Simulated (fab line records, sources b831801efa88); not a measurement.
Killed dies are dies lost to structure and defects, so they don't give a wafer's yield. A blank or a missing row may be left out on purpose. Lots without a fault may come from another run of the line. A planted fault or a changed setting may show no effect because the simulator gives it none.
fab line records | flow gf180mcu
record lots=5 wafers=15 last_day=34
route steps=602 shown PASSIVATION@594
lots that met no fault: from a run of the same line without faults
start_h: hours from the record's first day to the start of the lot's first wafer shown | wait_h: hours since the lot's step before | " the same as in the row above | L1.1+2: a row that stands for several wafers | - no value, or no start given | * or withheld: withheld | < > ~ a bound
route shown NAME@n: a module of which the file shows steps, and the number in the route of the first | usual: mean/standard deviation of fault-free wafers | same: alike in all rows | chamber/n: place in a boat | sites: the reading at each site | _std_site: their standard deviation | _edge_site: outer sites' mean less inner sites' | radius_mm: how far each site lies from the wafer's centre | mask NAME#n: copy n | behind: the tool/chamber that last shaped the wafer | hold: why the lot was held/for how many hours/how that ended | device: the transistor (n, p or np) that didn't switch | end of line: the same wafers' tests at the end of the route | a step without rows: its recipe alone | killed: dies lost to structure and defects at the first sort, not the wafer's yield | map: a wafer's dies, x killed, . not, _ none there
set.NAME: the setting as run; set.NAME@STEP: as run at that earlier step | model.NAME: the simulator's own value behind a step, which no gauge read
lots at some steps of the route; a table a step, a row a wafer
services: from which hour (start_h, from the record's first day; less than 0 if before it) a tool's chamber was out of use, for how many hours, and why
## steps
# step GF_PASSIVATION_SOFTBAKE_07
# recipe temp_c=110 time_s=withheld
# columns lot.wafer tool chamber start_h wait_h
L079.1+3+5 litho_track-04 0 706.68 0.1
L084.3+4+6 litho_track-01 0 735.62 0.1
L087.2+4+5 litho_track-01 0 750.14 0.1
L091.2+3+5 litho_track-04 0 774.32 0.1
L097.1+4+5 litho_track-01 0 804.80 0.1
# step GF_PASSIVATION_EXPOSE_08
# recipe mask_id=Pad target_cd_nm=40000 na=0.57 dose_mj=310
# columns lot.wafer tool chamber start_h wait_h mask
L079.1+3+5 iline_stepper-01 0 - - Pad#0
L084.3+4+6 iline_stepper-01 0 - - Pad#0
L087.2+4+5 iline_stepper-02 0 - - Pad#0
L091.2+3+5 iline_stepper-01 0 - - Pad#0
L097.1+4+5 iline_stepper-01 0 - - Pad#0
# step GF_PASSIVATION_PEB_09
# recipe temp_c=115 time_s=withheld
# columns lot.wafer tool chamber start_h wait_h
L079.1+3+5 litho_track-04 0 - -
L084.3+4+6 litho_track-01 0 - -
L087.2+4+5 litho_track-01 0 - -
L091.2+3+5 litho_track-03 0 - -
L097.1+4+5 litho_track-01 0 - -
# step GF_PASSIVATION_DEVELOP_10
# recipe develop_time_s=60 dev_temp_c=23
# columns lot.wafer tool chamber start_h wait_h
L079.1+3+5 litho_track-04 0 - -
L084.3+4+6 litho_track-01 0 - -
L087.2+4+5 litho_track-01 0 - -
L091.2+3+5 litho_track-03 0 - -
L097.1+4+5 litho_track-01 0 - -
# step GF_PASSIVATION_ETCH_11
# recipe chemistry=CF4/O2 target_depth_nm=2040 stop_on=TiN source_w=800 bias_w=150 pressure_mtorr=150 cf4_flow_sccm=80 O2_flow_sccm=10 time_s=453.3
# usual drypump_motor_current_A=5.7/0.55 oes_product_au=0.989/0.0059 throttle_valve_pct=5.967/0.01
# columns lot.wafer tool chamber start_h wait_h drypump_motor_current_A oes_product_au rf_hours_counter_h throttle_valve_pct
L079.1 rie_diel-01 1 715.98 - 5.6 0.996 28 5.972
L079.3 " 0 " " 6.5 0.990 52 5.964
L079.5 " 2 " " 5.6 0.990 - 5.958
L084.3 rie_diel-03 2 743.85 - 5.9 0.988 43 5.984
L084.4 " 0 " " 4.9 0.997 11 5.972
L084.6 " 2 " " 5.9 0.984 - 5.966
L087.2 rie_diel-03 0 758.25 - 4.8 0.979 12 5.985
L087.4 " 3 " " 6.2 0.995 21 5.965
L087.5 " 3 " " 6.2 0.989 - 5.963
L091.2 rie_diel-04 0 782.33 - 4.9 0.992 21 5.971
L091.3 " 2 " " 6.5 0.985 11 5.961
L091.5 " 1 " " 5.5 0.991 - 5.974
L097.1 rie_diel-01 3 811.80 - 5.5 0.995 29 5.951
L097.4 " 2 " " 5.6 0.993 14 5.968
L097.5 " 1 " " 5.6 0.985 - 5.967
# step GF_PASSIVATION_STRIP_12
# recipe chemistry=O2/N2 power_w=1355 pressure_mtorr=1500 platen_temp_c=250 o2_flow_sccm=3000 n2_flow_sccm=300 overash_fraction=0.5
# usual drypump_motor_current_A=6.0/0.44 heater_power_w=316/24 oes_product_au=0.705/0.0043 strip_time_to_endpoint_s=33.91/0.25
# columns lot.wafer tool chamber start_h wait_h drypump_motor_current_A heater_power_w oes_product_au rf_hours_counter_h strip_time_to_endpoint_s
L079.1 plasma_asher-03 1 716.25 0.1 5.5 342 0.705 111 33.90
L079.3 " 1 " " 5.5 346 0.703 - 33.43
L079.5 " 0 " " 6.5 292 0.707 - 33.75
L084.3 plasma_asher-01 0 744.15 0.2 6.0 302 0.706 - 34.09
L084.4 " 1 " " 5.6 316 0.707 - 34.11
L084.6 " 1 " " 5.6 304 0.712 - 34.01
L087.2 plasma_asher-03 0 758.52 0.1 6.6 291 0.711 2 34.16
L087.4 " 0 " " 6.6 299 0.708 - 33.96
L087.5 " 1 " " 5.5 354 0.706 - 33.87
L091.2 plasma_asher-03 1 782.60 0.1 5.5 352 0.711 4 33.71
L091.3 " 1 " " 5.5 347 0.703 - 34.20
L091.5 " 0 " " 6.6 292 0.703 - 33.93
L097.1 plasma_asher-01 0 812.07 0.1 6.0 301 0.695 103 33.41
L097.4 " 0 " " 6.0 306 0.703 - 33.76
L097.5 " 0 " " 6.0 296 0.708 - 33.86
# step GF_PASSIVATION_ANNEAL_13
# recipe temp_c=400 time_s=1800 ambient=N2/H2 idle_temp_c=300 ramp_up_c_per_min=10 ramp_down_c_per_min=3
# usual ramp_up_c_per_min=10.000/0.0017 tube_center_temp_C_max=401.05/0.16
# columns lot.wafer tool chamber start_h wait_h ramp_up_c_per_min tube_center_temp_C_max
L079.1 furnace-01 0 716.35 0.1 9.9989 401.11
L079.3 " 0 " " 9.9999 400.99
L079.5 " 0 " " 9.9976 400.89
L084.3 furnace-02 0 744.22 0.0 10.001 400.88
L084.4 " 0 " " 10.001 401.20
L084.6 " 0 " " 9.9995 401.08
L087.2 furnace-01 0 758.62 0.1 9.9965 401.06
L087.4 " 0 " " 9.9993 401.08
L087.5 " 0 " " 9.9999 400.93
L091.2 furnace-01 0 782.70 0.1 9.9996 401.08
L091.3 " 0 " " 9.9995 400.91
L091.5 " 0 " " 10.001 400.87
L097.1 furnace-01 0 812.17 0.1 10.002 401.01
L097.4 " 0 " " 9.9971 400.96
L097.5 " 0 " " 9.9995 400.99
# step GF_PASSIVATION_BOW_MEAS_14
# recipe mode=bow
# usual PASSIVATION_BOW=138/11
# columns lot.wafer tool chamber start_h wait_h PASSIVATION_BOW[um]
L079.1 film_metro-02 - 717.85 0.0 134
L079.3 " - " " 138
L079.5 " - " " 137
L084.3 film_metro-01 - 745.76 0.0 156
L084.4 " - " " 158
L084.6 " - " " 151
L087.2 film_metro-02 - 760.17 0.0 152
L087.4 " - " " 153
L087.5 " - " " 142
L091.2 film_metro-03 - 784.22 0.0 126
L091.3 " - " " 130
L091.5 " - " " 119
L097.1 film_metro-03 - 813.67 0.0 128
L097.4 " - " " 137
L097.5 " - " " 147
## services
# columns tool chamber start_h hours kind
furnace-01 - 687.44 3.6 pm
rie_diel-01 1 693.06 6.0 repair
rie_diel-04 - 693.19 2.8 pm
rie_diel-04 - 697.53 1.4 repair
rie_diel-01 3 698.73 9.5 repair
iline_stepper-01 - 701.95 1.7 pm
rie_diel-03 1 709.01 34.0 repair
litho_track-04 - 719.15 - consumable_replace:filter
plasma_asher-03 - 733.75 9.0 pm
plasma_asher-03 0 733.75 9.0 vent_cycle
plasma_asher-03 1 733.75 9.0 vent_cycle
plasma_asher-03 0 742.75 - clean
plasma_asher-03 1 742.75 - clean
rie_diel-01 0 744.22 - clean
rie_diel-01 0 744.22 15.6 scheduled_down
rie_diel-01 0 744.22 15.6 vent_cycle
rie_diel-03 3 748.56 7.7 repair
rie_diel-04 1 761.47 10.4 repair
rie_diel-04 3 762.94 7.8 repair
iline_stepper-01 0 767.12 - calibration
rie_diel-04 3 781.56 4.9 repair
rie_diel-03 2 788.84 - clean
plasma_asher-03 - 802.50 0.4 repair
iline_stepper-02 - 802.94 3.6 repair
## key
fault none
